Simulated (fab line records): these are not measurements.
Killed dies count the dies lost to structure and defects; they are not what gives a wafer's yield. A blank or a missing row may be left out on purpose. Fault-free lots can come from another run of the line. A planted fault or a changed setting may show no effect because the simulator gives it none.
Comparing a struck lot with a sound one + flow sfq line + 41 steps out of a route of 325
Sound: wafers L817.4, L817.5, L817.6. The struck wafers were L825.3, L825.5, L825.6. The cause is named last.
Order at every step that has rows: each side's tool, ch and its chambers, its first start. Under that, the readings that differ: sound wafers + struck wafers + difference of the means + sigmas: that difference in standard deviations of wafers without a fault.
alike: readings with means less than 2 such deviations apart, plus words and numbers identical on both sides. not compared: withheld readings, readings lacking a value on some wafer, bounds such as >300 that could conceal the same value, and numbers that have no deviation in the record and whose values overlap.
The two part at a step that has a row with sigmas, a row that says differs or no value, or rows on one side only. Non-overlapping numbers with no deviation appear without sigmas and do not part them. Lack of a reading on every wafer of one side parts them only where that side has two or more wafers.

SFQ_I1_OVL_MEAS_913:
  struck on overlay-01, day 35 16:18; sound on overlay-02, day 30 22:11
  alike: I1_OVL
then, 5 steps without rows for these wafers: SFQ_TRILAYER_I1_VIA_BARC_OPEN_VIA_ETCH_071 (etches BARC in O2, target depth 125 nm, time 41.7 s); SFQ_TRILAYER_I1_VIA_ETCH_VIA_ETCH_052 (etches SiO2 in CHF3, stops on Nb, target depth 260 nm); SFQ_TRILAYER_I1_VIA_STRIP_STRIP_053 (strips in O2); SFQ_TRILAYER_I1_VIA_STRIP_SOLV_CLEAN_054 (cleans in NMP, time 600 s); SFQ_TRILAYER_M2_DEP_PRE_CLEAN_056 (time 22.5 s).
SFQ_TRILAYER_M2_DEP_SPUTTER_055: material Nb, target thk 200 nm, time 133.3 s.
  struck on pvd sputter-05, day 35 17:18; sound on pvd sputter-03, day 30 23:10
  alike: throttle valve pct
SFQ_M2_RS_MEAS_914: measurement is done with a four-point probe.
  struck on film metro-04, day 35 17:26; sound on film metro-04, day 30 23:19
  alike: M2_NB_RS
then, 3 steps without rows for these wafers: SFQ_TRILAYER_M2_LITHO_COAT_062 (resist thk 62 nm); SFQ_TRILAYER_M2_LITHO_COAT_057 (resist thk 600 nm); SFQ_TRILAYER_M2_LITHO_SOFTBAKE_061.
-- the record jumps here: 7 days lie between the struck wafers' starts before and after --
SFQ_TRILAYER_M2_LITHO_EXPOSE_058: exposes mask M2, target cd 500 nm.
  sound on krf scanner-01 ch 0, day 37 05:47; struck on krf scanner-01 ch 0, day 42 09:03
| reading                    | sound                | struck            | difference | sigmas |
|----------------------------|----------------------|-------------------|------------|--------|
| model.M2.overlay x nm (nm) | 0.1477 0.1477 0.1477 | 80.33 80.33 80.33 | +80.18     |        |
  alike: mask
then, 2 steps without rows for these wafers: SFQ_TRILAYER_M2_LITHO_PEB_060 (peb time 60 s); SFQ_TRILAYER_M2_LITHO_DEVELOP_059 (time 60 s).
SFQ_M2_OVL_MEAS_916:
  struck on overlay-01, day 42 10:10; sound on overlay-01, day 37 06:43
| reading     | sound    | struck   | difference | sigmas |
|-------------|----------|----------|------------|--------|
| M2_OVL (nm) | -5 -2 -1 | 80 83 88 | +86        | +16    |
SFQ_TRILAYER_M2_BARC_OPEN_METAL_ETCH_077: etches BARC in O2, target depth 125 nm, time 41.7 s.
  sound on rie metal-04 ch 0,1, day 37 06:44; struck on rie metal-04 ch 0,1, day 42 10:12
  alike: drypump motor current A, oes product au
  not compared: rf hours counter h
then, 1 step without rows for these wafers: SFQ_TRILAYER_M2_ETCH_METAL_ETCH_060 (etches Nb in Cl2/Ar, stops on SiO2, target depth 240 nm, time 120 s).
SFQ_TRILAYER_M2_STRIP_STRIP_061: strips in O2.
  sound on rie metal-04 ch 0,1, day 37 07:07; struck on rie metal-04 ch 0,1, day 42 10:34
  alike: drypump motor current A, oes product au
  not compared: rf hours counter h
then, 3 steps without rows for these wafers: SFQ_TRILAYER_M2_STRIP_SOLV_CLEAN_062 (cleans in NMP, time 600 s); SFQ_TRILAYER_I2_DEP_PECVD_063 (deposits SiO2 from SiH4/N2O, time 111.11 s, target thk 500 nm); SFQ_TRILAYER_I2_CMP_CMP_064 (polishes SiO2).
SFQ_I2_BOW_MEAS_917:
  struck on film metro-03, day 42 14:52; sound on film metro-01, day 37 10:52
  alike: I2_BOW
then, 7 steps without rows for these wafers: SFQ_TRILAYER_I2_METRO_MEASURE_065; SFQ_TRILAYER_I2_VIA_LITHO_COAT_072 (resist thk 62 nm); SFQ_TRILAYER_I2_VIA_LITHO_COAT_067 (resist thk 650 nm); SFQ_TRILAYER_I2_VIA_LITHO_SOFTBAKE_071; SFQ_TRILAYER_I2_VIA_LITHO_EXPOSE_068 (exposes mask I2, target cd 500 nm); SFQ_TRILAYER_I2_VIA_LITHO_PEB_070 (peb time 60 s); SFQ_TRILAYER_I2_VIA_LITHO_DEVELOP_069 (time 60 s).
-- the record jumps here: 6 days lie between the struck wafers' starts before and after --
SFQ_I2_OVL_MEAS_918:
  struck on overlay-02, day 48 19:07; sound on overlay-01, day 44 05:29
  alike: I2_OVL
then, 1 step without rows for these wafers: SFQ_TRILAYER_I2_VIA_BARC_OPEN_VIA_ETCH_096 (etches BARC in O2, target depth 125 nm, time 41.7 s).
SFQ_TRILAYER_I2_VIA_ETCH_VIA_ETCH_070: etches SiO2 in CHF3, stops on Nb, target depth 260 nm.
  sound on rie diel-03 ch 0,1,3, day 44 05:33; struck on rie diel-02 ch 1,3, day 48 19:11
  alike: drypump motor current A, oes product au
then, 3 steps without rows for these wafers: SFQ_TRILAYER_I2_VIA_STRIP_STRIP_071 (strips in O2); SFQ_TRILAYER_I2_VIA_STRIP_SOLV_CLEAN_072 (cleans in NMP, time 600 s); SFQ_TRILAYER_M3_DEP_PRE_CLEAN_074 (time 22.5 s).
SFQ_TRILAYER_M3_DEP_SPUTTER_073: material Nb, target thk 200 nm, time 133.3 s.
  struck on pvd sputter-04, day 48 20:06; sound on pvd sputter-05, day 44 07:04
  alike: throttle valve pct
SFQ_M3_RS_MEAS_919: measurement is done with a four-point probe.
  struck on film metro-03, day 48 20:14; sound on film metro-03, day 44 07:13
  alike: M3_NB_RS
then, 3 steps without rows for these wafers: SFQ_TRILAYER_M3_LITHO_COAT_080 (resist thk 62 nm); SFQ_TRILAYER_M3_LITHO_COAT_075 (resist thk 600 nm); SFQ_TRILAYER_M3_LITHO_SOFTBAKE_079.
-- the record jumps here: 41 days lie between the struck wafers' starts before and after --
SFQ_M8_BOW_MEAS_951:
  struck on film metro-02, day 90 03:26; sound on film metro-01, day 85 18:42
| reading                 | sound             | struck          | difference | sigmas |
|-------------------------|-------------------|-----------------|------------|--------|
| model.etest.i1.link ohm | 1.958 1.949 1.943 | 1.99 1.97 1.998 | +0.04      |        |
  alike: M8_BOW

== WHERE THEY PART ==
Within this record, at SFQ_M2_OVL_MEAS_916 only. Later steps at which nothing parts them and some readings are alike: SFQ_TRILAYER_M2_BARC_OPEN_METAL_ETCH_077, SFQ_TRILAYER_M2_STRIP_STRIP_061, SFQ_I2_BOW_MEAS_917, SFQ_I2_OVL_MEAS_918, SFQ_TRILAYER_I2_VIA_ETCH_VIA_ETCH_070, SFQ_TRILAYER_M3_DEP_SPUTTER_073, SFQ_M3_RS_MEAS_919, SFQ_M8_BOW_MEAS_951.

WHY: what had been put in by the simulator
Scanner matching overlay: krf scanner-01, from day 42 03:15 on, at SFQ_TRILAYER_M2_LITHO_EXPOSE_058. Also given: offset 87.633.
